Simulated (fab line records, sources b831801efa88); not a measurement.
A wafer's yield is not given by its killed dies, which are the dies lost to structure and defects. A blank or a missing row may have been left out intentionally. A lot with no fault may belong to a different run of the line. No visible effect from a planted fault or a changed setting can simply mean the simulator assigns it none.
2 desks looking at one fault + flow sfq_line + what lay behind the numbers comes last; until then each desk has only its own

== AT THE METROLOGY DESK ==
What the gauges read, lot by lot, whatever tool the lot ran on: means of the sampled wafers that have a number. If a lot's mean is further than 4 standard deviations from the usual mean, the lot is out of limits and carries the mark OUT (the distance appears in the brackets).
Columns: A = M7_NB_RS at SFQ_M7_RS_MEAS_943, usual 0.888 ohm/sq; B = M7_OVL at SFQ_M7_OVL_MEAS_945, usual -6 nm
| lot  | first seen here | A     | B  |
|------|-----------------|-------|----|
| L665 | day 61 18:55    | 0.891 | -1 |
| L666 | day 61 21:22    | 0.908 | -1 |
| L677 | day 67 19:22    | 0.875 | -9 |
| L680 | day 69 05:02    | 0.887 | 3  |
| L681 | day 70 02:40    | 0.884 | -3 |
This desk found nothing out of limits on any of the 5 lots.

== DESK OF THE TOOL OWNER: rie_metal-01 ==
The tool's own readings at SFQ_TRILAYER_M7_BARC_OPEN_METAL_ETCH_229 (etches BARC in O2, target depth 125 nm, time 41.7 s): means of the sampled wafers that have a number, for each lot that ran on this tool. If a lot's mean is further than 4 standard deviations from the usual mean, the lot is out of limits and carries the mark OUT (the distance appears in the brackets).
Columns: A = drypump_motor_current_A at SFQ_TRILAYER_M7_BARC_OPEN_METAL_ETCH_229, usual 5.88 A; B = oes_product_au at SFQ_TRILAYER_M7_BARC_OPEN_METAL_ETCH_229, usual 0.685 a.u.; C = rf_fwd_power_W at SFQ_TRILAYER_M7_BARC_OPEN_METAL_ETCH_229, usual 593.6 W
| lot  | first seen here | A    | B     | C               |
|------|-----------------|------|-------|-----------------|
| L665 | day 66 09:16    | 5.78 | 0.685 | 594.1           |
| L666 | day 66 12:53    | 5.82 | 0.681 | 592.5           |
| L677 | day 67 22:53    | 5.82 | 0.682 | 624.7 (+14) OUT |
This desk's finding: out of limits on L677; first on L677, day 67 22:53 (rf_fwd_power_W at SFQ_TRILAYER_M7_BARC_OPEN_METAL_ETCH_229). In limits: L665, L666.

== TAKEN TOGETHER ==
The tool owner's desk could have raised an alarm at day 67 22:53, on L677.
At the metrology desk, nothing out of limits was observed.
The metrology desk holds a record of L677, inside its limits.
All the named lots went through SFQ_TRILAYER_M7_BARC_OPEN_METAL_ETCH_229 on rie_metal-01.

== WHAT THE SIMULATOR HAD PUT IN ==
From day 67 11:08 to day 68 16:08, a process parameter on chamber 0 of rie_metal-01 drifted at SFQ_TRILAYER_M7_BARC_OPEN_METAL_ETCH_229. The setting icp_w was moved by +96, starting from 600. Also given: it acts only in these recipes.
Shown lots that were struck: L677.
Each desk's first reading out of limits, in hours after the fault started: the tool owner's desk, 12.
